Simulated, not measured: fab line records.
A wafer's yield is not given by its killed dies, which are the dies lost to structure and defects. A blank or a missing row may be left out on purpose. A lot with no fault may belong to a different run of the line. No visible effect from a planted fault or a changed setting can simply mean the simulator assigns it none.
fab line records	flow sfqLine
record: lots: 5	wafers: 23
route steps=325 shown L0@3 L0V@17 M0@33 I0@51 M1@59 I1@74
startH: the number of hours between the record's first day and the start of the first shown wafer of the lot	waitH: time in hours since the lot's previous step	" same as the row above	L1.1+2: a row that stands for several wafers	- no value present, or no start provided	* or withheld: withheld	< > ~ a bound
route shown NAME@n: a module of which the file shows steps, and the number in the route of the first	usual: mean/standard deviation of fault-free wafers	same: alike in all rows	chamber/n: place in a boat	sites: the reading at each site	_std_site: how widely they spread, as a standard deviation	_edge_site: inner sites' mean taken away from outer sites' mean	radiusMm: how far each site lies from the wafer's centre	mask NAME#n: copy n	behind: the most recent tool/chamber to have shaped the wafer	hold: why the lot went on hold/how many hours it stayed there/how the hold came to an end	device: the transistor (n, p or np) that didn't switch	end of line: tests of these same wafers at the route's end	a step given without rows: its recipe and nothing more	killed: at the first sort, the dies lost to defects and structure; wafer yield is something else	map: shows each die of a wafer: x if killed, . if not, _ if none is there
set.NAME: the run value of the setting; set.NAME@STEP: its run value at that earlier step	model.NAME: the simulator's own value behind a step, which no gauge read
lots with deliberately changed settings; one table per step, one row per wafer
== steps ==
step: SFQ_TRILAYER_L0_DEP_SPUTTER_003
recipe: material: MoNx_KI	basePressurePa: 1.33e-06	targetThkNm: 40	powerW: 800	timeS: 100	chamberPressurePa: 0.4
lot.wafer	tool	chamber	startH	waitH	set.timeS	model.MoNx_KI_of_TRILAYER_L0_DEP_SPUTTER_003.thkNm
L074.4	pvdSputter-06	-	12.49	0.0	100	39.67
L074.5	"	-	"	"	100	39.49
L074.6	"	-	"	"	100	39.27
L076.1	pvdSputter-06	-	22.49	0.0	95.18	38.16
L076.2	"	-	"	"	100	39.85
L076.3	"	-	"	"	100	39.62
L076.4	"	-	"	"	95.18	37.99
L076.6	"	-	"	"	100	40.34
L080.1	pvdSputter-05	-	42.49	0.0	110.6	43.42
L080.2	"	-	"	"	110.6	43.98
L080.4	"	-	"	"	110.6	43.56
L080.5	"	-	"	"	100	39.66
L080.6	"	-	"	"	100	39.27
L084.2	pvdSputter-05	-	62.49	0.0	100	39.79
L084.3+4	"	-	"	"	112.2	44.66
L084.5	"	-	"	"	100	40.38
L084.6	"	-	"	"	112.2	44.85
L085.1	pvdSputter-06	-	67.49	0.0	93.07	36.47
L085.2	"	-	"	"	93.07	37.08
L085.3	"	-	"	"	93.07	37
L085.5	"	-	"	"	100	39.56
L085.6	"	-	"	"	100	39.83
step: SFQ_L0_RS_MEAS_901
recipe: thkMeasGauge: four-point-probe	reads: MoNx_KI_of_TRILAYER_L0_DEP_SPUTTER_003
usual: L0_MONX_KI_RS: 43.5/0.67
lot.wafer	tool	chamber	startH	waitH	set.timeS@TRILAYER_L0_DEP_SPUTTER_003	L0_MONX_KI_RS[ohm/sq]
L074.4	filmMetro-02	-	12.62	0.1	100	43.9
L074.5	"	-	"	"	100	44.2
L074.6	"	-	"	"	100	44.4
L076.1	filmMetro-04	-	22.56	0.0	95.18	45.5
L076.2	"	-	"	"	100	43.6
L076.3	"	-	"	"	100	43.8
L076.4	"	-	"	"	95.18	45.7
L076.6	"	-	"	"	100	43.0
L080.1	filmMetro-02	-	42.56	0.0	110.6	40.1
L080.2	"	-	"	"	110.6	39.6
L080.4	"	-	"	"	110.6	40.0
L080.5	"	-	"	"	100	43.9
L080.6	"	-	"	"	100	44.5
L084.2	filmMetro-02	-	62.94	0.4	100	43.8
L084.3	"	-	"	"	112.2	38.8
L084.4	"	-	"	"	112.2	39.0
L084.5	"	-	"	"	100	43.1
L084.6	"	-	"	"	112.2	38.8
L085.1	filmMetro-02	-	67.56	0.0	93.07	47.6
L085.2	"	-	"	"	93.07	46.9
L085.3	"	-	"	"	93.07	47.0
L085.5	"	-	"	"	100	44.1
L085.6	"	-	"	"	100	43.7
step: SFQ_L0_THK_MEAS_902
recipe: thkMeasGauge: xrf	reads: MoNx_KI_of_TRILAYER_L0_DEP_SPUTTER_003
usual: L0_MONX_KI_THK: 39.3/0.58
lot.wafer	tool	chamber	startH	waitH	set.timeS@TRILAYER_L0_DEP_SPUTTER_003	L0_MONX_KI_THK[nm]
L074.4	filmMetro-02	-	12.71	0.1	100	38.9
L074.5	"	-	"	"	100	38.7
L074.6	"	-	"	"	100	38.4
L076.1	filmMetro-04	-	22.68	0.1	95.18	37.5
L076.2	"	-	"	"	100	39.3
L076.3	"	-	"	"	100	39.0
L076.4	"	-	"	"	95.18	37.3
L076.6	"	-	"	"	100	39.7
L080.1	filmMetro-02	-	42.68	0.1	110.6	42.5
L080.2	"	-	"	"	110.6	43.1
L080.4	"	-	"	"	110.6	42.7
L080.5	"	-	"	"	100	38.9
L080.6	"	-	"	"	100	38.5
L084.2	filmMetro-02	-	63.05	0.1	100	38.9
L084.3	"	-	"	"	112.2	43.8
L084.4	"	-	"	"	112.2	43.9
L084.5	"	-	"	"	100	39.3
L084.6	"	-	"	"	112.2	44.0
L085.1	filmMetro-02	-	67.68	0.1	93.07	35.7
L085.2	"	-	"	"	93.07	36.6
L085.3	"	-	"	"	93.07	36.5
L085.5	"	-	"	"	100	38.6
L085.6	"	-	"	"	100	39.0
step: SFQ_TRILAYER_L0_BARC_OPEN_METAL_ETCH_010
recipe: maskMaterial: PR	chemistry: O2	targetDepthNm: 125	target: BARC	icpW: 600	biasW: 80	pressureMtorr: 10	timeS: 41.7
lot.wafer	tool	chamber	startH	waitH	set.icpW
L074.4+5+6	rieMetal-01	0,0,1	36.10	0.1	600
L076.1+2	rieMetal-04	1,0	48.08	0.1	600
L076.3+4+6	"	0,1,1	"	"	634.3
L080.1+2	rieMetal-03	0,1	72.93	0.1	600
L080.4+5+6	"	0,1,0	"	"	540.1
L084.2+3+4+5+6	rieMetal-03	0,0,1,1,0	88.53	0.1	600
L085.1+3	rieMetal-03	1	94.53	0.1	573.5
L085.2+5+6	"	0,0,1	"	"	600
step: SFQ_TRILAYER_L0_ETCH_METAL_ETCH_008
recipe: target: MoNx_KI	stopOn: SiO2	maskMaterial: PR	chemistry: SF6/O2	targetDepthNm: 50	icpW: 600	biasW: 80	pressureMtorr: 10	timeS: 25
usual: oesProductAu: 0.874/0.0089
lot.wafer	tool	chamber	startH	waitH	set.timeS@TRILAYER_L0_DEP_SPUTTER_003	oesProductAu
L074.4	rieMetal-01	0	36.16	0.0	100	0.872
L074.5	"	0	"	"	100	0.877
L074.6	"	1	"	"	100	0.867
L076.1	rieMetal-04	1	48.14	0.0	95.18	0.848
L076.2	"	0	"	"	100	0.873
L076.3	"	0	"	"	100	0.873
L076.4	"	1	"	"	95.18	0.845
L076.6	"	1	"	"	100	0.883
L080.1	rieMetal-03	0	72.99	0.0	110.6	0.912
L080.2	"	1	"	"	110.6	0.927
L080.4	"	0	"	"	110.6	0.913
L080.5	"	1	"	"	100	0.871
L080.6	"	0	"	"	100	0.871
L084.2	rieMetal-03	0	88.59	0.0	100	0.866
L084.3	"	0	"	"	112.2	0.935
L084.4	"	1	"	"	112.2	0.927
L084.5	"	1	"	"	100	0.879
L084.6	"	0	"	"	112.2	0.936
L085.1	rieMetal-03	1	94.59	0.0	93.07	0.827
L085.2	"	0	"	"	93.07	0.830
L085.3	"	1	"	"	93.07	0.831
L085.5	"	0	"	"	100	0.873
L085.6	"	1	"	"	100	0.871
step: SFQ_TRILAYER_L0_VIA_LITHO_COAT_018
recipe: resist: BARC	spinRpm: 3000	resistThkNm: 62
lot.wafer	tool	chamber	startH	waitH	set.spinRpm	model.BARC_of_TRILAYER_L0_VIA_LITHO_COAT_018.thkNm
L074.4	lithoTrack-02	0	37.31	0.1	3000	61.99
L074.5	"	0	"	"	3000	61.77
L074.6	"	0	"	"	3000	61.6
L076.1	lithoTrack-02	0	48.99	0.0	3213	59.75
L076.2	"	0	"	"	3000	61.86
L076.3	"	0	"	"	3213	59.74
L076.4	"	0	"	"	3000	61.74
L076.6	"	0	"	"	3000	61.95
L080.1	lithoTrack-04	0	73.84	0.0	3000	61.83
L080.2	"	0	"	"	2809	63.93
L080.4	"	0	"	"	3000	62
L080.5	"	0	"	"	3000	61.98
L080.6	"	0	"	"	2809	64.11
L084.2	lithoTrack-01	0	89.50	0.1	3152	60.21
L084.3	"	0	"	"	3152	60.32
L084.4	"	0	"	"	3000	61.92
L084.5	"	0	"	"	3000	61.97
L084.6	"	0	"	"	3152	60.28
L085.1	lithoTrack-01	0	95.44	0.0	3000	61.64
L085.2	"	0	"	"	3000	61.3
L085.3	"	0	"	"	3000	61.87
L085.5	"	0	"	"	3000	61.74
L085.6	"	0	"	"	3000	61.69
step: SFQ_TRILAYER_M0_LITHO_COAT_021
recipe: resist: KrF	spinRpm: 3000	resistThkNm: 600
lot.wafer	tool	chamber	startH	waitH	set.resistThkNm	model.KrF_of_TRILAYER_M0_LITHO_COAT_021.thkNm
L074.4+5+6	lithoTrack-02	0	98.77	0.2	600	599.1
L076.1	lithoTrack-04	0	112.00	0.2	630.5	631.3
L076.2+4	"	0	"	"	630.5	629.7
L076.3	"	0	"	"	600	599.5
L076.6	"	0	"	"	600	600
L080.1	lithoTrack-02	0	139.42	0.2	573.6	574.2
L080.2	"	0	"	"	573.6	574.1
L080.4	"	0	"	"	600	601.5
L080.5	"	0	"	"	573.6	572.5
L080.6	"	0	"	"	600	601.1
L084.2	lithoTrack-03	0	161.18	0.2	600	601.2
L084.3	"	0	"	"	600	600.5
L084.4	"	0	"	"	600	599.4
L084.5	"	0	"	"	600	599.9
L084.6	"	0	"	"	600	598.8
L085.1	lithoTrack-02	0	168.32	0.2	624.5	624.9
L085.2	"	0	"	"	624.5	626.5
L085.3	"	0	"	"	600	599.9
L085.5	"	0	"	"	600	601.3
L085.6	"	0	"	"	600	600.6
step: SFQ_TRILAYER_M0_BARC_OPEN_METAL_ETCH_031
recipe: maskMaterial: PR	chemistry: O2	targetDepthNm: 125	target: BARC	icpW: 600	biasW: 80	pressureMtorr: 10	timeS: 41.7
lot.wafer	tool	chamber	startH	waitH	set.biasW
L074.4+5+6	rieMetal-03	0,1,0	169.29	0.0	80
L076.1+2+3+4+6	rieMetal-04	0,1,0,1,1	184.87	0.0	80
L080.1+4+6	rieMetal-04	0,0,1	217.44	0.0	80
L080.2+5	"	1,0	"	"	73.65
L084.2+3+4+5+6	rieMetal-02	1,0,1,1,0	242.64	0.0	80
L085.1+5+6	rieMetal-03	1,1,0	249.84	0.0	86.07
L085.2+3	"	0,1	"	"	80
step: SFQ_TRILAYER_M0_ETCH_METAL_ETCH_024
recipe: target: Nb	stopOn: SiO2	maskMaterial: PR	chemistry: Cl2/Ar	targetDepthNm: 240	icpW: 600	biasW: 80	pressureMtorr: 10	timeS: 120
lot.wafer	tool	chamber	startH	waitH	set.resistThkNm@TRILAYER_M0_LITHO_COAT_021	model.KrF_of_TRILAYER_M0_LITHO_COAT_021.thkNm
L074.4	rieMetal-03	0	169.37	0.1	600	380.7
L074.5	"	1	"	"	600	382.8
L074.6	"	0	"	"	600	381.8
L076.1	rieMetal-04	0	184.92	0.0	630.5	411.9
L076.2	"	1	"	"	630.5	409.9
L076.3	"	0	"	"	600	380.5
L076.4	"	1	"	"	630.5	410.8
L076.6	"	1	"	"	600	380.8
L080.1	rieMetal-04	0	217.50	0.0	573.6	353.8
L080.2	"	1	"	"	573.6	352.9
L080.4	"	0	"	"	600	381.5
L080.5	"	0	"	"	573.6	355.2
L080.6	"	1	"	"	600	379.2
L084.2	rieMetal-02	1	242.70	0.0	600	384.4
L084.3	"	0	"	"	600	387.4
L084.4	"	1	"	"	600	383.7
L084.5	"	1	"	"	600	384.2
L084.6	"	0	"	"	600	385.2
L085.1	rieMetal-03	1	249.90	0.0	624.5	408.2
L085.2	"	0	"	"	624.5	409.7
L085.3	"	1	"	"	600	384.8
L085.5	"	1	"	"	600	385.5
L085.6	"	0	"	"	600	381.6
step: SFQ_TRILAYER_I0_VIA_LITHO_PEB_034
recipe: pebTempC: 115	pebTimeS: 60	resist: KrF
lot.wafer	tool	chamber	startH	waitH	set.pebTempC
L074.4+5+6	lithoTrack-03	0	205.71	0.5	115
L076.1+2	lithoTrack-01	0	221.98	1.0	115
L076.3+4+6	"	0	"	"	113.6
L080.1+4+5	lithoTrack-03	0	257.63	1.0	116.6
L080.2+6	"	0	"	"	115
L084.2+3+5	lithoTrack-02	0	290.28	0.8	113.6
L084.4+6	"	0	"	"	115
L085.1+2+3+5+6	lithoTrack-03	0	297.45	1.0	115
step: SFQ_TRILAYER_I0_VIA_LITHO_DEVELOP_033
recipe: timeS: 60	resist: KrF
step: SFQ_TRILAYER_I0_VIA_BARC_OPEN_VIA_ETCH_046
recipe: maskMaterial: PR	chemistry: O2	targetDepthNm: 125	target: BARC	sourceW: 500	biasW: 80	pressureMtorr: 30	timeS: 41.7
lot.wafer	tool	chamber	startH	waitH	set.pebTempC@TRILAYER_I0_VIA_LITHO_PEB_034	model.I0.cdNm
L074.4	rieDiel-01	1	205.97	0.0	115	498.3
L074.5	"	0	"	"	115	498.2
L074.6	"	3	"	"	115	499
L076.1	rieDiel-04	0	222.32	0.0	115	499.7
L076.2	"	1	"	"	115	499.4
L076.3	"	2	"	"	113.6	473.4
L076.4	"	3	"	"	113.6	474.3
L076.6	"	2	"	"	113.6	472.4
L080.1	rieDiel-02	1	257.97	0.0	116.6	527.1
L080.2	"	2	"	"	115	498.6
L080.4	"	0	"	"	116.6	525.7
L080.5	"	2	"	"	116.6	526.6
L080.6	"	1	"	"	115	501
L084.2	rieDiel-04	2	290.59	0.0	113.6	470.6
L084.3	"	1	"	"	113.6	472
L084.4	"	3	"	"	115	498.3
L084.5	"	1	"	"	113.6	472.9
L084.6	"	0	"	"	115	499
L085.1	rieDiel-04	2	297.79	0.0	115	497.5
L085.2+6	"	0,2	"	"	115	498.9
L085.3	"	1	"	"	115	499.1
L085.5	"	3	"	"	115	500
step: SFQ_TRILAYER_M1_DEP_SPUTTER_037
recipe: material: Nb	basePressurePa: 1.33e-06	chamberPressurePa: 0.1333	substrateTempC: 20	resputterCathodeVoltageV: 400	targetThkNm: 200	powerW: 2000	timeS: 133.3
lot.wafer	tool	chamber	startH	waitH	set.timeS	model.Nb_of_TRILAYER_M1_DEP_SPUTTER_037.thkNm
L074.4	pvdSputter-04	-	206.93	0.0	133.3	200.7
L074.5	"	-	"	"	133.3	199.2
L074.6	"	-	"	"	133.3	201.6
L076.1	pvdSputter-06	-	223.28	0.0	133.3	197
L076.2	"	-	"	"	133.3	197.8
L076.3	"	-	"	"	150	221.7
L076.4	"	-	"	"	150	223.2
L076.6	"	-	"	"	133.3	197.3
L080.1	pvdSputter-04	-	258.93	0.0	118.3	176.7
L080.2	"	-	"	"	118.3	178.6
L080.4	"	-	"	"	118.3	177.8
L080.5	"	-	"	"	133.3	201.8
L080.6	"	-	"	"	133.3	200.1
L084.2	pvdSputter-06	-	291.55	0.0	118.3	177.3
L084.3	"	-	"	"	118.3	178.8
L084.4	"	-	"	"	133.3	200.2
L084.5	"	-	"	"	133.3	202
L084.6	"	-	"	"	118.3	175.9
L085.1	pvdSputter-04	-	298.75	0.0	133.3	201.4
L085.2	"	-	"	"	133.3	202.1
L085.3	"	-	"	"	133.3	204.4
L085.5	"	-	"	"	133.3	201.9
L085.6	"	-	"	"	133.3	201.3
step: SFQ_M1_RS_MEAS_909
recipe: thkMeasGauge: four-point-probe	reads: Nb_of_TRILAYER_M1_DEP_SPUTTER_037
usual: M1_NB_RS: 0.890/0.0092
lot.wafer	tool	chamber	startH	waitH	set.timeS@TRILAYER_M1_DEP_SPUTTER_037	M1_NB_RS[ohm/sq]
L074.4	filmMetro-02	-	207.08	0.1	133.3	0.887
L074.5	"	-	"	"	133.3	0.896
L074.6	"	-	"	"	133.3	0.885
L076.1	filmMetro-03	-	223.37	0.0	133.3	0.901
L076.2	"	-	"	"	133.3	0.897
L076.3	"	-	"	"	150	0.801
L076.4	"	-	"	"	150	0.795
L076.6	"	-	"	"	133.3	0.899
L080.1	filmMetro-02	-	259.02	0.0	118.3	1.010
L080.2	"	-	"	"	118.3	1.001
L080.4	"	-	"	"	118.3	1.005
L080.5	"	-	"	"	133.3	0.883
L080.6	"	-	"	"	133.3	0.892
L084.2	filmMetro-04	-	291.66	0.1	118.3	1.003
L084.3	"	-	"	"	118.3	0.993
L084.4	"	-	"	"	133.3	0.886
L084.5	"	-	"	"	133.3	0.879
L084.6	"	-	"	"	118.3	1.009
L085.1	filmMetro-04	-	298.84	0.0	133.3	0.880
L085.2	"	-	"	"	133.3	0.879
L085.3	"	-	"	"	133.3	0.867
L085.5	"	-	"	"	133.3	0.879
L085.6	"	-	"	"	133.3	0.882
step: SFQ_TRILAYER_M1_ETCH_METAL_ETCH_042
recipe: target: Nb	stopOn: SiO2	maskMaterial: PR	chemistry: Cl2/Ar	targetDepthNm: 240	icpW: 600	biasW: 80	pressureMtorr: 10	timeS: 120
usual: oesProductAu: 0.894/0.0071
lot.wafer	tool	chamber	startH	waitH	set.icpW	set.timeS@TRILAYER_M1_DEP_SPUTTER_037	oesProductAu	model.KrF_of_TRILAYER_M1_LITHO_COAT_039.thkNm
L074.4	rieMetal-04	0	296.74	0.1	600	133.3	0.893	379.4
L074.5	"	0	"	"	600	133.3	0.890	381
L074.6	"	1	"	"	600	133.3	0.894	379.9
L076.1	rieMetal-03	1	314.70	0.0	555.9	133.3	0.885	396.2
L076.2	"	0	"	"	555.9	133.3	0.894	393.3
L076.3	"	1	"	"	600	150	0.947	-
L076.4	"	0	"	"	555.9	150	0.952	-
L076.6	"	0	"	"	600	133.3	0.887	385.7
L080.1	rieMetal-04	0	354.40	0.0	626.4	118.3	0.832	-
L080.2	"	1	"	"	600	118.3	0.843	-
L080.4	"	1	"	"	600	118.3	0.843	-
L080.5	"	1	"	"	626.4	133.3	0.898	373.8
L080.6	"	0	"	"	626.4	133.3	0.891	376.5
L084.2	rieMetal-04	1	392.52	0.0	600	118.3	0.831	-
L084.3	"	1	"	"	600	118.3	0.844	-
L084.4	"	0	"	"	600	133.3	0.896	376.8
L084.5	"	0	"	"	600	133.3	0.906	378.8
L084.6	"	1	"	"	600	118.3	0.825	-
L085.1	rieMetal-04	1	399.72	0.0	600	133.3	0.898	377
L085.2	"	0	"	"	652.5	133.3	0.899	369.6
L085.3	"	1	"	"	652.5	133.3	0.902	367.3
L085.5	"	0	"	"	652.5	133.3	0.900	368.1
L085.6	"	1	"	"	600	133.3	0.897	377.7
step: SFQ_TRILAYER_I1_CMP_CMP_046
recipe: material: SiO2	downForcePsi: 3	platenRpm: 60	padVelocityMS: 0.94248
lot.wafer	tool	chamber	startH	waitH	set.leaveAboveRefNm	model.SiO2_of_TRILAYER_I1_DEP_PECVD_045.thkNm
L074.4	cmp-01	3	300.67	3.0	200	199.3
L074.5	"	3	302.67	5.0	200	199.4
L074.6	"	0	"	"	200	200
L076.4	cmp-02	1	319.97	3.7	200	198.6
L076.2	"	2	"	"	189.5	189.6
L076.3	"	3	"	"	189.5	187.5
L076.1	"	0	"	"	189.5	189.1
L076.6	"	2	322.47	6.2	200	200.4
L080.2	cmp-01	1	368.33	13.0	200	199.2
L080.1	"	2	"	"	213.9	212.6
L080.4	"	3	"	"	200	200.6
L080.6	"	1	370.33	15.0	213.9	213.3
L080.5	"	2	"	"	200	198.3
L084.4	cmp-01	2	401.33	7.8	200	201.8
L084.3	"	3	"	"	200	199.7
L084.2	"	0	"	"	187.6	189.1
L084.5	"	2	403.33	9.8	187.6	187.6
L084.6	"	3	"	"	187.6	189.2
L085.2	cmp-01	2	413.33	12.7	200	198.9
L085.3	"	3	"	"	188.2	187.5
L085.1	"	0	"	"	188.2	188.3
L085.6	"	2	415.33	14.6	200	199.4
L085.5	"	3	"	"	188.2	188.7
step: SFQ_TRILAYER_I1_METRO_MEASURE_047
usual: thkNm: 199.7/0.93
lot.wafer	tool	chamber	startH	waitH	set.leaveAboveRefNm@TRILAYER_I1_CMP_CMP_046	thkNm
L074.4	filmMetro-04	-	304.39	0.6	200	199.1
L074.5	"	-	"	"	200	199.4
L074.6	"	-	"	"	200	200.0
L076.1	filmMetro-01	-	323.09	0.1	189.5	188.9
L076.2	"	-	"	"	189.5	189.6
L076.3	"	-	"	"	189.5	187.5
L076.4	"	-	"	"	200	198.9
L076.6	"	-	"	"	200	200.4
L080.1	filmMetro-02	-	371.45	0.1	213.9	212.6
L080.2	"	-	"	"	200	199.3
L080.4	"	-	"	"	200	200.6
L080.5	"	-	"	"	200	198.4
L080.6	"	-	"	"	213.9	213.2
L084.2	filmMetro-04	-	404.65	0.3	187.6	189.1
L084.3	"	-	"	"	200	199.9
L084.4	"	-	"	"	200	201.7
L084.5	"	-	"	"	187.6	187.4
L084.6	"	-	"	"	187.6	189.1
L085.1	filmMetro-04	-	416.45	0.1	188.2	188.3
L085.2	"	-	"	"	200	199.0
L085.3	"	-	"	"	188.2	187.4
L085.5	"	-	"	"	188.2	188.7
L085.6	"	-	"	"	200	199.4
step: SFQ_TRILAYER_I1_VIA_LITHO_COAT_054
recipe: resist: BARC	spinRpm: 3000	resistThkNm: 62
lot.wafer	tool	chamber	startH	waitH	set.spinRpm	model.BARC_of_TRILAYER_I1_VIA_LITHO_COAT_054.thkNm
L074.4	lithoTrack-02	0	305.14	0.6	3000	61.61
L074.5	"	0	"	"	3000	61.67
L074.6	"	0	"	"	3000	61.86
L076.1	lithoTrack-01	0	324.29	1.0	2890	62.77
L076.2	"	0	"	"	3000	61.78
L076.3	"	0	"	"	3000	61.79
L076.4	"	0	"	"	2890	63.06
L076.6	"	0	"	"	2890	63
L080.1	lithoTrack-02	0	372.65	1.0	2919	62.54
L080.2	"	0	"	"	3000	61.79
L080.4	"	0	"	"	3000	61.68
L080.5	"	0	"	"	2919	62.65
L080.6	"	0	"	"	3000	61.71
L084.2	lithoTrack-02	0	405.70	0.8	3222	59.67
L084.3	"	0	"	"	3222	59.62
L084.4	"	0	"	"	3000	61.73
L084.5	"	0	"	"	3000	61.92
L084.6	"	0	"	"	3000	61.74
L085.1	lithoTrack-01	0	417.65	1.0	3000	62.05
L085.2	"	0	"	"	3000	62.09
L085.3	"	0	"	"	3000	61.96
L085.5	"	0	"	"	3000	62.2
L085.6	"	0	"	"	3000	62.01
== key ==
split: step: SFQ_TRILAYER_L0_DEP_SPUTTER_003	setting: timeS	stated: 100	by: wafer
response: step: SFQ_TRILAYER_L0_DEP_SPUTTER_003	reading: model.MoNx_KI_of_TRILAYER_L0_DEP_SPUTTER_003.thkNm	change: +0.39	per: 1%	r: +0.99
response: step: SFQ_L0_RS_MEAS_901	reading: L0_MONX_KI_RS	change: -0.404	per: 1%	r: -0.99
response: step: SFQ_L0_THK_MEAS_902	reading: L0_MONX_KI_THK	change: +0.386	per: 1%	r: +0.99
response: step: SFQ_TRILAYER_L0_ETCH_METAL_ETCH_008	reading: oesProductAu	change: +0.005	per: 1%	r: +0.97
split: step: SFQ_TRILAYER_L0_BARC_OPEN_METAL_ETCH_010	setting: icpW	stated: 600	by: wafer
response none clear
split: step: SFQ_TRILAYER_L0_VIA_LITHO_COAT_018	setting: spinRpm	stated: 3000	by: wafer
response: step: SFQ_TRILAYER_L0_VIA_LITHO_COAT_018	reading: model.BARC_of_TRILAYER_L0_VIA_LITHO_COAT_018.thkNm	change: -0.314	per: 1%	r: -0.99
split: step: SFQ_TRILAYER_M0_LITHO_COAT_021	setting: resistThkNm	stated: 600	by: wafer
response: step: SFQ_TRILAYER_M0_LITHO_COAT_021	reading: model.KrF_of_TRILAYER_M0_LITHO_COAT_021.thkNm	change: +6.13	per: 1%	r: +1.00
response: step: SFQ_TRILAYER_M0_ETCH_METAL_ETCH_024	reading: model.KrF_of_TRILAYER_M0_LITHO_COAT_021.thkNm	change: +6	per: 1%	r: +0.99
split: step: SFQ_TRILAYER_M0_BARC_OPEN_METAL_ETCH_031	setting: biasW	stated: 80	by: wafer
response none clear
split: step: SFQ_TRILAYER_I0_VIA_LITHO_PEB_034	setting: pebTempC	stated: 115	by: wafer
response: step: SFQ_TRILAYER_I0_VIA_BARC_OPEN_VIA_ETCH_046	reading: model.I0.cdNm	change: +20.8	per: 1%	r: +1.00
split: step: SFQ_TRILAYER_M1_DEP_SPUTTER_037	setting: timeS	stated: 133.3	by: wafer
response: step: SFQ_TRILAYER_M1_DEP_SPUTTER_037	reading: model.Nb_of_TRILAYER_M1_DEP_SPUTTER_037.thkNm	change: +2.06	per: 1%	r: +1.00
response: step: SFQ_M1_RS_MEAS_909	reading: M1_NB_RS	change: -0.00957	per: 1%	r: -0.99
response: step: SFQ_TRILAYER_M1_ETCH_METAL_ETCH_042	reading: oesProductAu	change: +0.00524	per: 1%	r: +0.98
split: step: SFQ_TRILAYER_M1_ETCH_METAL_ETCH_042	setting: icpW	stated: 600	by: wafer
response: step: SFQ_TRILAYER_M1_ETCH_METAL_ETCH_042	reading: model.KrF_of_TRILAYER_M1_LITHO_COAT_039.thkNm	change: -1.09	per: 1%	r: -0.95
split: step: SFQ_TRILAYER_I1_CMP_CMP_046	setting: leaveAboveRefNm	stated: 200	by: wafer
response: step: SFQ_TRILAYER_I1_CMP_CMP_046	reading: model.SiO2_of_TRILAYER_I1_DEP_PECVD_045.thkNm	change: +1.95	per: 1%	r: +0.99
response: step: SFQ_TRILAYER_I1_METRO_MEASURE_047	reading: thkNm	change: +1.96	per: 1%	r: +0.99
split: step: SFQ_TRILAYER_I1_VIA_LITHO_COAT_054	setting: spinRpm	stated: 3000	by: wafer
response: step: SFQ_TRILAYER_I1_VIA_LITHO_COAT_054	reading: model.BARC_of_TRILAYER_I1_VIA_LITHO_COAT_054.thkNm	change: -0.297	per: 1%	r: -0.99
